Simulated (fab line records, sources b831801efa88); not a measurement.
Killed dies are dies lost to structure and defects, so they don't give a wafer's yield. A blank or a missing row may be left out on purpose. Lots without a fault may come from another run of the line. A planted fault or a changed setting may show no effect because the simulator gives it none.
Which tool did it? | flow sky130 | 11 lots, 33 wafers sampled, at 2 steps of a route of 708

WHAT THE GAUGES READ, wafer by wafer
SKY_METAL3_OVL_MEAS_14.
lot  | measured     | on         | METAL3_OVL (nm)
L866 | day 38 14:56 | overlay-01 | -7 -9 1
L867 | day 38 15:13 | overlay-01 | 5 0 -5
L868 | day 38 22:50 | overlay-02 | 1 -7 -4
L869 | day 39 12:56 | overlay-02 | 12 8 6
L870 | day 39 22:53 | overlay-02 | 0 2 -1
L872 | day 40 05:45 | overlay-02 | 7 -4 -8
L871 | day 40 09:11 | overlay-02 | 0 0 6
L879 | day 43 22:58 | overlay-02 | -2 6 -5
L880 | day 44 00:49 | overlay-01 | 2 10 -3
L884 | day 44 07:49 | overlay-02 | 8 8 3
L885 | day 44 13:28 | overlay-01 | -1 -2 -7

WHICH TOOL RAN EACH LOT (tool, then ch and the chambers of the sampled wafers, then the start)
lot  | SKY_METAL3_SPUTTER_00
L866 | pvd_sputter-02, day 36 09:54
L867 | pvd_sputter-02, day 36 10:56
L868 | pvd_sputter-01, day 36 18:31
L869 | pvd_sputter-04, day 37 08:30
L870 | pvd_sputter-02, day 37 17:46
L872 | pvd_sputter-01, day 38 02:01
L871 | pvd_sputter-02, day 38 05:29
L879 | pvd_sputter-04, day 42 00:08
L880 | pvd_sputter-02, day 42 02:43
L884 | pvd_sputter-01, day 42 10:01
L885 | pvd_sputter-01, day 42 14:58
- SKY_METAL3_SPUTTER_00: material Ti, target thk 15 nm, time 10 s.

WHAT THE TOOLS THEMSELVES READ (means of the sampled wafers that have a number; where no wafer has one, the mark that the record gives instead)
SKY_METAL3_SPUTTER_00.
lot  | tool           | throttle_valve_pct (%)
L866 | pvd_sputter-02 | 30.4
L867 | pvd_sputter-02 | 30.3
L868 | pvd_sputter-01 | 29.4
L869 | pvd_sputter-04 | 29.9
L870 | pvd_sputter-02 | 30.1
L872 | pvd_sputter-01 | 27.7
L871 | pvd_sputter-02 | 29.7
L879 | pvd_sputter-04 | 29.8
L880 | pvd_sputter-02 | 30.7
L884 | pvd_sputter-01 | 28.7
L885 | pvd_sputter-01 | 29.1

THE ANSWER, worked out from the rows above alone
Rule: what is usual is taken from the lots themselves. Put in order of their means at a reading, lots are off if they are a third of the lots or fewer, leave a main group of 4 or more, and stand apart from it by a gap of 3 or more times the standard deviation of the main group's means; of several such gaps the widest counts. A main group whose means are all the same, to the digits that the tables above print for the reading, isn't used. A lot without any number at a reading at which 4 lots or more have one is off too. The other lots that the step has rows for count as sound. The gauges are gone through in route order, then the tools' own readings, and for those a lot's mean is taken as printed above. The first step at which some lot is off is used, and at that step the reading that is off furthest; a lot without a number counts as furthest.
No lot is off at any reading shown: from this, nothing can be told.

WHAT THE SIMULATOR HAD PUT IN
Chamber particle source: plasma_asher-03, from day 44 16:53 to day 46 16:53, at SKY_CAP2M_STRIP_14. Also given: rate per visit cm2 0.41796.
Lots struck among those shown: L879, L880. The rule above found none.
